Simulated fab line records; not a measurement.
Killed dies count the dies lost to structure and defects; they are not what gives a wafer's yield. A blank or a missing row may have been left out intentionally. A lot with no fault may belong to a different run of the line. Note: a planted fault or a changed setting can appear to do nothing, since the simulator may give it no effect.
A lot that was struck, set against a sound lot :: flow gf180mcu :: 15 out of 602 route steps
Sound: these wafers, L823.2, L823.3, L823.4. Struck: wafers L828.2, L828.3, L828.6. The cause is named last.
Per side, at each step with rows, come the tool, then ch with its chambers, and then its first start. Under that, the readings that differ: sound wafers :: struck wafers :: difference of the means :: sigmas: that difference in standard deviations of wafers without a fault.
alike: words and numbers the same on both sides, and readings whose means are apart by under 2 such deviations; not compared: readings that were withheld, readings missing a value for some wafer, numbers with overlapping values and no deviation given by the record, and bounds like >300 which may hide the same value.
Wherever a step has rows on one side only, a row that says differs or no value, or a row with sigmas, the two part there. When numbers do not overlap yet have no deviation, they are printed without sigmas and do not part them. A reading that every wafer of one side lacks parts them only if that side has two wafers or more.

GF_V1_THK_MEAS_25: measures by xrf.
  struck on filmMetro-03, day 21 12:23; sound on filmMetro-01, day 20 02:07
  alike: V1_W_THK
GF_V1_CMP_26: polishes, stops on SiO2, t overpolish 15 s, target thk 0 nm.
  sound on cmp-01 ch 1,2,3, day 20 02:13; struck on cmp-01 ch 0,2,3, day 21 12:26
  alike: motorCurrentA, overpolishRunS, timeToEndpointS
GF_M2_SPUTTER_00: material Ti, target thk 37.5 nm, time 150 s.
  struck on pvdSputter-02, day 21 12:44; sound on pvdSputter-03, day 20 02:28
reading: chamberPressurePa (Pa)
sound: 2.008 1.995 2.010
struck: 2.004 1.991 1.990
difference: -0.009
sigmas: -3
  alike: throttleValvePct
GF_M2_SPUTTER_01: material TiN, target thk 30 nm, time 25 s.
  struck on pvdSputter-02, day 21 12:50; sound on pvdSputter-03, day 20 02:34
reading: chamberPressurePa (Pa)
sound: 0.4011 0.4011 0.4009
struck: 0.3994 0.3997 0.3993
difference: -0.0016
sigmas: -2
  alike: throttleValvePct
GF_M2_SPUTTER_02: material AlCu, target thk 450 nm, time 23.9 s.
  struck on pvdSputter-02, day 21 12:52; sound on pvdSputter-03, day 20 02:36
  alike: chamberPressurePa, throttleValvePct
then, 1 step without rows for these wafers: GF_M2_SPUTTER_03 (material Ti, target thk 10 nm, time 6.7 s).
GF_M2_SPUTTER_04: material TiN, target thk 50 nm, time 41.7 s.
  struck on pvdSputter-02, day 21 12:55; sound on pvdSputter-03, day 20 02:39
  alike: chamberPressurePa, throttleValvePct
GF_M2_RS_MEAS_05: uses a four-point probe to measure.
  struck on filmMetro-03, day 21 12:59; sound on filmMetro-03, day 20 02:43
  alike: M2_ALCU_RS
GF_M2_THK_MEAS_06: measures by xrf.
  struck on filmMetro-03, day 21 13:05; sound on filmMetro-03, day 20 02:49
  alike: M2_ALCU_THK
then, 3 steps without rows for these wafers: GF_M2_DEHYDRATE_07 (time 60 s); GF_M2_HMDS_08 (prime time 60 s); GF_M2_COAT_09 (resist thk 1000 nm).
GF_M2_SOFTBAKE_10: time 60 s.
  sound on lithoTrack-03 ch 0, day 20 14:33; struck on lithoTrack-03 ch 0, day 22 01:24
reading: runLengthS (s)
sound: 89.09 89.25 89.04
struck: 93.66 93.48 93.63
difference: +4.46
sigmas: +41
  alike: plateTempC
then, 1 step without rows for these wafers: GF_M2_EXPOSE_11 (exposes mask Metal2, target cd 280 nm).
GF_PASSIVATION_PROBE_99:
  rows exist in the record for the sound wafers here (prober-01, day 30 16:46), none for the struck ones

## WHERE THEY PART
At GF_M2_SPUTTER_00 first; at GF_PASSIVATION_PROBE_99 last (within this record only).

WHY: the cause the simulator had injected
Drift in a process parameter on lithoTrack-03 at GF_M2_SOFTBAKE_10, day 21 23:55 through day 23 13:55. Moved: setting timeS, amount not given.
